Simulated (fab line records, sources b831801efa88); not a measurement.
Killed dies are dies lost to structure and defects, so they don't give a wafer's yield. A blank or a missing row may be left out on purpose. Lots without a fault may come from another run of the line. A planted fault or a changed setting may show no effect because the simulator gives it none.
Which tool did it? | flow sky130 | 6 lots, 18 wafers sampled, at 2 steps of a route of 708

WHAT THE GAUGES READ, wafer by wafer
SKY_VIA4_OVL_MEAS_11.
lot  | measured     | on         | VIA4_OVL (nm)
L333 | day 43 03:08 | overlay-02 | 0.5 -1.8 -0.1
L336 | day 45 04:28 | overlay-01 | 0.2 0.3 2.0
L343 | day 45 22:56 | overlay-02 | 0.6 0.2 0.9
L348 | day 48 00:15 | overlay-02 | -0.1 1.5 1.7
L351 | day 48 06:58 | overlay-01 | 0.0 -1.6 -0.4
L354 | day 49 06:16 | overlay-01 | 1.4 -1.2 -1.1

WHICH TOOL RAN EACH LOT (tool, then ch and the chambers of the sampled wafers, then the start)
lot  | SKY_CAPM_CVD_00
L333 | pecvd-02 ch 0,1,2, day 36 16:41
L336 | pecvd-04 ch 1,2, day 39 01:11
L343 | pecvd-02 ch 1,2, day 39 23:48
L348 | pecvd-04 ch 0,2, day 42 10:27
L351 | pecvd-02 ch 0,2, day 42 21:14
L354 | pecvd-03 ch 0,1,2, day 44 01:26
- SKY_CAPM_CVD_00: deposits SiO2, target thk 15.5 nm.

THE ANSWER, worked out from the rows above alone
Rule: what is usual is taken from the lots themselves. Put in order of their means at a reading, lots are off if they are a third of the lots or fewer, leave a main group of 4 or more, and stand apart from it by a gap of 3 or more times the standard deviation of the main group's means; of several such gaps the widest counts. A main group whose means are all the same, to the digits that the tables above print for the reading, isn't used. A lot without any number at a reading at which 4 lots or more have one is off too. The other lots that the step has rows for count as sound.
No lot is off at any reading shown: from this, nothing can be told.

WHAT THE SIMULATOR HAD PUT IN
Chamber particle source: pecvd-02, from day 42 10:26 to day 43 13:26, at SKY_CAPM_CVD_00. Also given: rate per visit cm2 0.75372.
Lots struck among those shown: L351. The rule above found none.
